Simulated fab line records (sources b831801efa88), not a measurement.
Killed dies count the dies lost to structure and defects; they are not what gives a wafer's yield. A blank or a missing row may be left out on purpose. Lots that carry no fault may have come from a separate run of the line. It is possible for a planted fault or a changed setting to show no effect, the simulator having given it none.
Matching of chambers	flow sky130	SKY_VIA4_CMP_21 on cmp-01: 4 sister chambers
The step polishes, stops on SiO2, t overpolish 25 s, target thk 0 nm. 18 wafers are shown with their chamber, then 9 later ones without.

EACH WAFER AND ITS CHAMBER
wafer	chamber	motor-current-A (A)	time-to-endpoint-s (s)	overpolish-run-s (s)
L425.2	3	12.1	117	24.990
L425.4	1	13.5	122	24.994
L425.6	3	11.4	114	25.011
L430.1	1	12.7	121	24.992
L430.3	3	11.7	117	24.999
L430.5	0	12.2	122	25.003
L431.2	2	11.3	115	24.990
L431.5	0	13.1	122	24.994
L431.6	1	13.3	124	25.015
L432.1	0	13.0	121	25.012
L432.2	3	11.4	118	24.992
L432.5	1	13.5	120	24.996
L438.1	3	11.5	122	25.003
L438.3	2	10.9	115	24.982
L438.5	2	11.5	114	25.003
L439.2	3	12.2	118	24.999
L439.3	1	13.6	118	25.018
L439.6	1	13.7	121	25.012

SIGNATURES (averages over the wafers above)
reading	chamber 0	chamber 1	chamber 2	chamber 3	scatter within a chamber
motor-current-A	12.767	13.383	11.233	11.717	0.373
time-to-endpoint-s	121.67	121.00	114.67	117.67	1.98
overpolish-run-s	25.00300	25.00450	24.99167	24.99900	0.00987
Rule: distance of a wafer from a chamber = root of the sum over the readings of ((wafer's reading minus chamber's mean) / reading's scatter) squared. The wafer belongs to the nearest chamber; if the next one is less than 2 further off, it can't be placed. The scatter: the root of (the sum of the squares of (reading less its chamber's mean) over the shown wafers, divided by (wafers less chambers)).

WAFERS WHOSE CHAMBER IS MISSING
wafer	motor-current-A (A)	time-to-endpoint-s (s)	overpolish-run-s (s)
L441.1	11.8	118	25.000
L441.3	12.9	121	25.012
L441.6	11.7	117	25.017
L445.1	12.5	123	25.002
L445.4	11.7	122	25.002
L445.5	10.9	119	24.999
L447.1	13.1	129	24.991
L447.4	13.7	127	24.989
L447.5	11.6	120	25.003

WHICH CHAMBER EACH ONE RAN IN
wafer	from the rows above	in truth
L441.1	3	3
L441.3	can't be placed: 0 or 1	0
L441.6	can't be placed: 3 or 2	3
L445.1	can't be placed: 0 or 1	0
L445.4	can't be placed: 3 or 0 or 2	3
L445.5	can't be placed: 3 or 2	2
L447.1	can't be placed: 0 or 1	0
L447.4	can't be placed: 1 or 0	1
L447.5	can't be placed: 3 or 2 or 0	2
Correct placement for 1 of the 9. These rows do not allow placing 8 (true chamber among the candidates in 8). Number placed wrongly: 0.
